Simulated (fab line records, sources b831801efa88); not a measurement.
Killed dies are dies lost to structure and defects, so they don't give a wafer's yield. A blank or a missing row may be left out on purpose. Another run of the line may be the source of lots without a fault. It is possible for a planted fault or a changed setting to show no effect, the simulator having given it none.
Which tool did it? | flow sky130 | 10 lots, 30 wafers sampled, at 2 steps of a route of 708

WHAT THE GAUGES SHOWED, per wafer
SKY_POLY_GATE_THK_MEAS_01.
lot  | measured     | on           | POLY_GATE_CVD_00_THK (nm)
L343 | day 13 23:04 | filmMetro-03 | 178.4 177.9 178.7
L346 | day 15 05:37 | filmMetro-01 | 174.3 177.3 176.0
L349 | day 16 05:38 | filmMetro-03 | 178.1 178.5 179.0
L350 | day 16 15:09 | filmMetro-01 | 178.9 179.8 179.0
L352 | day 17 02:47 | filmMetro-04 | 180.9 180.8 180.2
L355 | day 18 02:34 | filmMetro-03 | 147.0 146.3 147.7
L363 | day 21 02:53 | filmMetro-03 | 180.4 180.9 182.6
L364 | day 21 05:53 | filmMetro-03 | 181.9 182.4 182.6
L365 | day 21 20:07 | filmMetro-04 | 180.4 178.7 179.8
L366 | day 22 01:05 | filmMetro-03 | 179.9 179.8 179.9

WHAT TOOL EACH LOT RAN ON (gives the tool, then ch and the chambers of the sampled wafers, and finally the start)
lot  | SKY_POLY_GATE_CVD_00
L343 | lpcvd-01 ch 1, day 13 21:52
L346 | lpcvd-01 ch 0, day 15 04:24
L349 | lpcvd-01 ch 1, day 16 04:25
L350 | lpcvd-01 ch 0, day 16 13:21
L352 | lpcvd-01 ch 0, day 17 01:34
L355 | lpcvd-01 ch 0, day 18 01:22
L363 | lpcvd-01 ch 0, day 21 01:41
L364 | lpcvd-01 ch 1, day 21 04:40
L365 | lpcvd-01 ch 1, day 21 18:54
L366 | lpcvd-01 ch 1, day 21 23:53
- SKY_POLY_GATE_CVD_00: deposits poly-Si, target thk 180 nm, time 720 s.

THE ANSWER, worked out from the rows above alone
Rule: usual is defined by the lots themselves. Put in order of their means at a reading, lots are off if they are a third of the lots or fewer, leave a main group of 4 or more, and stand apart from it by a gap of 3 or more times the standard deviation of the main group's means; of several such gaps the widest counts. Not used: any main group whose means are identical at the precision the tables above print for the reading. A lot without any number at a reading at which 4 lots or more have one is off too. All remaining lots with rows at the step are treated as sound.
Off: L355, seen at SKY_POLY_GATE_THK_MEAS_01 (POLY_GATE_CVD_00_THK). The main group has a mean of 179.5 nm with a standard deviation of 1.8.
If a tool, at a process step before that reading, ran all the lots that are off and no sound lot after the first of them, it fits. Those tools and the gauges at SKY_POLY_GATE_THK_MEAS_01 are tried in the same way. Not one of the candidates tried fits.

WHAT THE SIMULATOR HAD PUT IN
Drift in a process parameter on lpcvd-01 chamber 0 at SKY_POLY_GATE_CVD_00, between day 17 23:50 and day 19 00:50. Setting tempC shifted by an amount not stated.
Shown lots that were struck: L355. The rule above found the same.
